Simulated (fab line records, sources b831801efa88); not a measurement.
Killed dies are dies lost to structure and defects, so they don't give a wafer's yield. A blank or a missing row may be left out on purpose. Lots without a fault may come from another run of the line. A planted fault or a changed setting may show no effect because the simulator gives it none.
Problem report in the 8D (eight disciplines) form, filled by code | flow sky130 | the parts of the form that need people (team, actions taken, sign-off) are left out

1. THE PROBLEM
NWELL_TW at SKY_NWELL_TW_MEAS_15 reads a mean of 30 on 3 wafers of 2 lots; wafers without a fault read 1833 with a standard deviation of 13. That is -99 or more standard deviations from the usual mean.
First seen on wafer L460.6, day 7 16:26, on film_metro-03. The record holds 38 wafers of 13 lots with a number at this step. Rule for "out", or "out of limits": more than 4 standard deviations from the usual mean. The other wafers with a number count as sound.

2. WHAT IT IS AND WHAT IT IS NOT
question                    | is                     | is not
which readings at this step | NWELL_TW               | -
which lots                  | L460, L464             | L448, L449, L450, L451, L453, L454, L466, L467, L468, L470, L471
which wafers of those lots  | L460.6, L464.4, L464.6 | L460.1, L464.2
read on which gauges        | film_metro-03          | film_metro-02, film_metro-04
when                        | from day 7 16:26       | up to then (19 sound wafers); but 16 sound wafers of L464, L466, L467, L468, L470, L471 came after

3. SUSPECTS, AND WHAT RULES EACH OUT
Counting: a tool at a process step up to the reading stays a suspect if it ran every lot that is out. Sound lots after the first of them don't rule it out here, since some wafers of a struck lot are sound.
- the gauge at SKY_NWELL_TW_MEAS_15: ruled out. All the wafers that are out were read on film_metro-03, but those of them that SKY_PAD_OPEN_PROBE_99 has rows for are out there too, on other tools.
- litho_track-04 at SKY_NWELL_DEVELOP_09 (develop time 60 s): kept. It ran every lot that is out, first L460 (day 7 15:00); its last sound lot up to then is L450 (day 4 23:00).
Left after counting: litho_track-04 at SKY_NWELL_DEVELOP_09.

4. THE CAUSE (what the simulator had put in)
Process parameter drift: litho_track-04, from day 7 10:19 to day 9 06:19, at SKY_NWELL_DEVELOP_09. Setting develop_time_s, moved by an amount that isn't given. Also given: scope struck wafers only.
Counting left only this tool.

5. THE CHAIN OF EFFECTS, in route order
Each row: a reading whose mean over the struck wafers that have a number lies more than 3 standard deviations from the usual. Only readings for which the record gives a usual standard deviation are gone through. hours: the time from each lot's start at the first step in this table that gives one to its start at this step, as a median over the lots. sigmas: the change in usual standard deviations.
hours | step                  | reading             | usual | on struck wafers | change | sigmas
0     | SKY_NWELL_TW_MEAS_15  | NWELL_TW            | 1833  | 30               | -1803  | -99 or more
994   | SKY_PAD_OPEN_PROBE_99 | killed_at_front_end | 15    | 426              | +411   | +89
994   | SKY_PAD_OPEN_PROBE_99 | killed_dies         | 86    | 492              | +406   | +41
994   | SKY_PAD_OPEN_PROBE_99 | killed_on_rim       | 17    | 96               | +79    | +22
The process steps in it:
- SKY_PAD_OPEN_PROBE_99
Readings that are blank on the struck wafers while sound wafers have them: NWELL_00_OVL at SKY_NWELL_OVL_MEAS_10.
Later measuring or inspecting steps at which every struck wafer that the step has a row for has a number for every such reading, and none has moved that far: SKY_VT_ADJUST_LVTN_OVL_MEAS_18, SKY_VT_ADJUST_LVTN_TW_MEAS_21.

6. WHAT WOULD HAVE CAUGHT IT SOONER
In this record the first reading out of limits at a measuring or inspecting step was taken at day 7 16:26, 6 hours after the fault began at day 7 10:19.
Between SKY_NWELL_DEVELOP_09 and SKY_NWELL_TW_MEAS_15, SKY_NWELL_OVL_MEAS_10 gave no NWELL_00_OVL on the struck wafers, where sound wafers have one: a measuring or inspecting step that comes back empty is itself a sign.
Of the tool readings at SKY_NWELL_DEVELOP_09 for which the record gives a usual standard deviation, none was out on any struck wafer, so an alarm limit of 4 standard deviations on them would not have fired.
Of the lots that are out (2), L464 began SKY_NWELL_DEVELOP_09 on litho_track-04 after day 7 16:26. A hold on the tool at that time would have spared it.
